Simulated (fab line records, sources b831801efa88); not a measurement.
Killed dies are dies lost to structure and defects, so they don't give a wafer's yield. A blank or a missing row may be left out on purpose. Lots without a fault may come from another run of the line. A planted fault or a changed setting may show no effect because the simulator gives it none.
A struck lot beside a sound one | flow sky130 | 14 steps out of a route of 708
Sound: wafers L874.4, L874.5, L874.6. Struck: wafers L877.1, L877.3, L877.4. The cause comes at the end.
At each step with rows: each side's tool, then ch and its chambers, then its first start. Under that, the readings that differ: sound wafers | struck wafers | difference of the means | sigmas: that difference in standard deviations of wafers without a fault.
alike: readings whose means differ by less than 2 such deviations, and words and numbers that are the same on both sides. not compared: withheld readings, readings that some wafer has no value for, bounds like >300 that may hide the same value, and numbers for which the record gives no deviation and whose values overlap.
The two part at a step that has a row with sigmas, a row that says differs or no value, or rows on one side only. Numbers that don't overlap but have no deviation are shown without sigmas and don't part them. A reading that every wafer of one side lacks parts them only if that side has two wafers or more.

SKY_METAL5_SPUTTER_01: material TiN, target thk 20 nm, time 16.7 s.
  sound on pvd_sputter-03, day 44 23:14; struck on pvd_sputter-02, day 45 17:00
  alike: chamber_pressure_pa, throttle_valve_pct
SKY_METAL5_SPUTTER_02: material AlCu, target thk 1150 nm, time 61.2 s.
  sound on pvd_sputter-03, day 44 23:15; struck on pvd_sputter-02, day 45 17:01
  alike: chamber_pressure_pa, throttle_valve_pct
SKY_METAL5_SPUTTER_03: material Ti, target thk 5 nm, time 3.3 s.
  sound on pvd_sputter-03, day 44 23:18; struck on pvd_sputter-02, day 45 17:04
  alike: chamber_pressure_pa, throttle_valve_pct
SKY_METAL5_SPUTTER_04: material TiN, target thk 70 nm, time 58.3 s.
  sound on pvd_sputter-03, day 44 23:19; struck on pvd_sputter-02, day 45 17:05
  alike: chamber_pressure_pa, throttle_valve_pct
SKY_METAL5_RS_MEAS_05: measures by four-point-probe.
  sound on film_metro-02, day 44 23:26; struck on film_metro-02, day 45 17:08
  alike: METAL5_ALCU_RS
SKY_METAL5_THK_MEAS_06: measures by xrf.
  sound on film_metro-02, day 44 23:31; struck on film_metro-02, day 45 17:16
  alike: METAL5_ALCU_THK
then, 6 steps without rows for these wafers: SKY_METAL5_DEHYDRATE_07 (time 60 s); SKY_METAL5_HMDS_08 (prime time 60 s); SKY_METAL5_COAT_09 (resist thk 1800 nm); SKY_METAL5_SOFTBAKE_10 (time 60 s); SKY_METAL5_EXPOSE_11 (exposes mask MM5, target cd 1600 nm); SKY_METAL5_PEB_12.
SKY_METAL5_DEVELOP_13: develop time 60 s.
  sound on litho_track-04 ch 0, day 45 20:09; struck on litho_track-01, day 46 13:31
  no value came back on the struck wafers for chill_plate_temp_C (C), develop_time_s (s); on the sound wafers chill_plate_temp_C (C) reads 22.89 22.97 22.87
SKY_METAL5_DESCUM_14: chemistry O2, time 11 s.
  sound on rie_metal-04 ch 0,1, day 45 20:14; struck on rie_metal-04 ch 0,1, day 46 13:40
  alike: drypump_motor_current_A, oes_product_au, rf_fwd_power_W, temp_c
  not compared: rf_hours_counter_h

WHERE THEY PART
Only at SKY_METAL5_DEVELOP_13, within this record. Later steps at which nothing parts them and some readings are alike: SKY_METAL5_DESCUM_14.

WHY: what the simulator had put in
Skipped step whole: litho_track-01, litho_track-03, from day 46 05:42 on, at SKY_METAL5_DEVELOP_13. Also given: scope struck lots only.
